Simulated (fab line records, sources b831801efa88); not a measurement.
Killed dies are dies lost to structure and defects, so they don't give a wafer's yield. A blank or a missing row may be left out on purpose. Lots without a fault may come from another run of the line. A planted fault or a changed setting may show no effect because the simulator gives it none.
Which tool did it? | flow gf180mcu | 11 lots, 33 wafers sampled, at 4 steps of a route of 602

WHAT THE GAUGES READ, wafer by wafer
GF_V2_RS_MEAS_24: measures by four-point-probe.
lot  | measured     | on            | V2_W_RS (ohm/sq)
L816 | day 21 00:46 | film_metro-02 | 0.331 0.331 0.328
L818 | day 21 18:13 | film_metro-02 | 0.324 0.324 0.325
L819 | day 22 08:26 | film_metro-04 | 0.329 0.324 0.325
L821 | day 23 11:26 | film_metro-02 | 0.321 0.326 0.322
L823 | day 23 17:59 | film_metro-04 | 0.326 0.329 0.335
L825 | day 24 07:01 | film_metro-03 | 0.322 0.329 0.325
L826 | day 24 20:17 | film_metro-04 | 0.327 0.324 0.328
L827 | day 25 03:59 | film_metro-03 | 0.330 0.326 0.329
L832 | day 26 10:32 | film_metro-04 | 0.328 0.323 0.325 0.327 0.323 0.325
L833 | day 27 00:25 | film_metro-04 | 0.325 0.325 0.324 0.325 0.325 0.324
L836 | day 27 14:58 | film_metro-03 | 0.327 0.327 0.329

WHICH TOOL RAN EACH LOT (tool, then ch and the chambers of the sampled wafers, then the start)
lot  | GF_SAB_STRIP_13                      | GF_V2_STRIP_18                       | GF_V2_SPUTTER_21
L816 | plasma_asher-01 ch 0,1, day 15 17:32 | plasma_asher-02 ch 0,1, day 20 23:52 | pvd_sputter-04, day 21 00:24
L818 | plasma_asher-03 ch 0,1, day 16 10:10 | plasma_asher-02 ch 0,1, day 21 17:28 | pvd_sputter-04, day 21 18:00
L819 | plasma_asher-02 ch 1, day 17 00:37   | plasma_asher-02 ch 0,1, day 22 07:40 | pvd_sputter-02, day 22 08:12
L821 | plasma_asher-03 ch 0,1, day 18 03:28 | plasma_asher-03 ch 0,1, day 23 10:37 | pvd_sputter-04, day 23 11:13
L823 | plasma_asher-01 ch 0,1, day 18 11:10 | plasma_asher-03 ch 0,1, day 23 17:13 | pvd_sputter-03, day 23 17:45
L825 | plasma_asher-03 ch 0,1, day 19 01:43 | plasma_asher-02 ch 0,1, day 24 06:16 | pvd_sputter-03, day 24 06:49
L826 | plasma_asher-03 ch 1, day 19 15:43   | plasma_asher-04 ch 1, day 24 19:28   | pvd_sputter-04, day 24 20:05
L827 | plasma_asher-01 ch 0,1, day 19 23:53 | plasma_asher-02 ch 0,1, day 25 03:13 | pvd_sputter-03, day 25 03:44
L832 | plasma_asher-03 ch 0,1, day 21 09:26 | plasma_asher-02 ch 0,1, day 26 09:40 | pvd_sputter-04, day 26 10:13
L833 | plasma_asher-03 ch 0,1, day 22 01:44 | plasma_asher-04 ch 0,1, day 26 23:40 | pvd_sputter-04, day 27 00:10
L836 | plasma_asher-01 ch 0,1, day 22 20:06 | plasma_asher-04 ch 0,1, day 27 14:13 | pvd_sputter-02, day 27 14:46
- GF_SAB_STRIP_13: strips in O2/N2.
- GF_V2_STRIP_18: strips in O2/N2.
- GF_V2_SPUTTER_21: material Ti, target thk 15 nm, time 80.02 s.

THE ANSWER, worked out from the rows above alone
Rule: what is usual is taken from the lots themselves. Put in order of their means at a reading, lots are off if they are a third of the lots or fewer, leave a main group of 4 or more, and stand apart from it by a gap of 3 or more times the standard deviation of the main group's means; of several such gaps the widest counts. A main group whose means are all the same, to the digits that the tables above print for the reading, isn't used. A lot without any number at a reading at which 4 lots or more have one is off too. The other lots that the step has rows for count as sound.
No lot is off at any reading shown: from this, nothing can be told.

WHAT THE SIMULATOR HAD PUT IN
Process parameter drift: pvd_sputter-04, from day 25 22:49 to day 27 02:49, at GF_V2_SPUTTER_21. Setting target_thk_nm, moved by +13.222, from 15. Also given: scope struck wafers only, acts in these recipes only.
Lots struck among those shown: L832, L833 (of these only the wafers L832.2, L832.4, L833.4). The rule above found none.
